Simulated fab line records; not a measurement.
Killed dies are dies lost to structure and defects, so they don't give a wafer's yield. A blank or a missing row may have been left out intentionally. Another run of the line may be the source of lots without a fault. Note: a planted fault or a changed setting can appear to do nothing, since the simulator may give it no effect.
Split-lot trial    flow gf180mcu    5 lots, 23 wafers read, on a route of 602 steps

== SPLIT DETAILS ==
At GF_HV_LDD_IMPLANT_09, the setting energyKev was moved away from the recipe's 40 on 8 of the 23 wafers read, by -7.8% to -5.9%. The other wafers ran this setting at the recipe's value.

The reading comes from the split's own step.

== THE READING ==
The simulator's own value implant.drpNm, read by no gauge, in nm at GF_HV_LDD_IMPLANT_09. The file gives no usual value for it.

wafer   tool, chamber at the split  energyKev as run  against the recipe  implant.drpNm, nm  against lot-mates on the recipe
L074.2  implanter-03, 0             37.65             -5.9%               11.39              -0.53
L074.3  implanter-03, 0             37.65             -5.9%               11.39              -0.53
L074.5  implanter-03, 0             37.65             -5.9%               11.39              -0.53
L074.4  implanter-03, 0             40                recipe              11.92              -
L074.6  implanter-03, 0             40                recipe              11.92              -
L076.1  implanter-04, 0             40                recipe              11.92              -
L076.3  implanter-04, 0             40                recipe              11.92              -
L076.6  implanter-04, 0             40                recipe              11.92              -
L077.1  implanter-03, 0             40                recipe              11.92              -
L077.2  implanter-03, 0             40                recipe              11.92              -
L077.4  implanter-03, 0             40                recipe              11.92              -
L077.5  implanter-03, 0             40                recipe              11.92              -
L077.6  implanter-03, 0             40                recipe              11.92              -
L079.2  implanter-04, 0             36.87             -7.8%               11.21              -0.71
L079.4  implanter-04, 0             36.87             -7.8%               11.21              -0.71
L079.6  implanter-04, 0             36.87             -7.8%               11.21              -0.71
L079.3  implanter-04, 0             40                recipe              11.92              -
L079.5  implanter-04, 0             40                recipe              11.92              -
L083.1  implanter-03, 0             40                recipe              11.92              -
L083.3  implanter-03, 0             40                recipe              11.92              -
L083.4  implanter-03, 0             40                recipe              11.92              -
L083.2  implanter-03, 0             37.59             -6.0%               11.38              -0.54
L083.5  implanter-03, 0             37.59             -6.0%               11.38              -0.54

FIT RESULTS
A straight line over all 23 wafers: implant.drpNm changes by +0.0904 nm for each +1% of energyKev; r = +1.00; the points scatter about the line by 0.0018 nm.
The same after taking each lot's own level away (the mean of its wafers on the recipe; 23 wafers): +0.0904 nm for each +1%; r = +1.00; scatter 0.0018 nm.
The reading moves by 0.71 nm for the largest change in energyKev, on that fit.
The lots' own levels span 11.920 to 11.920 nm.
The two slopes agree, so the slope changes little with the lot-to-lot level.
Check: -0.707 nm against its lot-mates is what the line predicts for one of the wafers moved furthest among these (-7.8%) when that wafer is left out of the fit. Against them it came out at -0.71 nm.

== OTHER SPLITS APPLIED TO THESE WAFERS ==
Other splits were also applied to these wafers ahead of the reading. Each is held against what the fit with the lots' levels taken away leaves over:
other split on the same wafers      wafers away from the commonest value  r with implant.drpNm (lot level and that fit taken away)
GF_VT_IMPLANT_IMPLANT_41 energyKev  8                                     +0.16
GF_DUAL_GATE_OXIDATION_02 tempC     15                                    +0.40
GF_DUAL_GATE_COAT_06 spinRpm        8                                     +0.10
GF_POLY_GATE_PEB_08 pebTempC        6                                     +0.31
GF_POLY_GATE_ETCH_12 ionEnergyEv    9                                     -0.07
GF_HV_LDD_DEVELOP_06 developTimeS   9                                     +0.05

== THE WHOLE CHAIN: every reading that the file lists as answering this split, in the file's order ==
step                  what it does  reading                                                         change (the file's fit)                 r (the file's)
GF_HV_LDD_IMPLANT_09                implant.rpNm (the simulator's own value, which no gauge read)   +0.214 nm for each +1% of the setting   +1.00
GF_HV_LDD_IMPLANT_09                implant.drpNm (the simulator's own value, which no gauge read)  +0.0901 nm for each +1% of the setting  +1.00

== FILE'S OWN FIT ==
implant.drpNm changes by +0.0901 nm for each +1% of energyKev, r = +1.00.
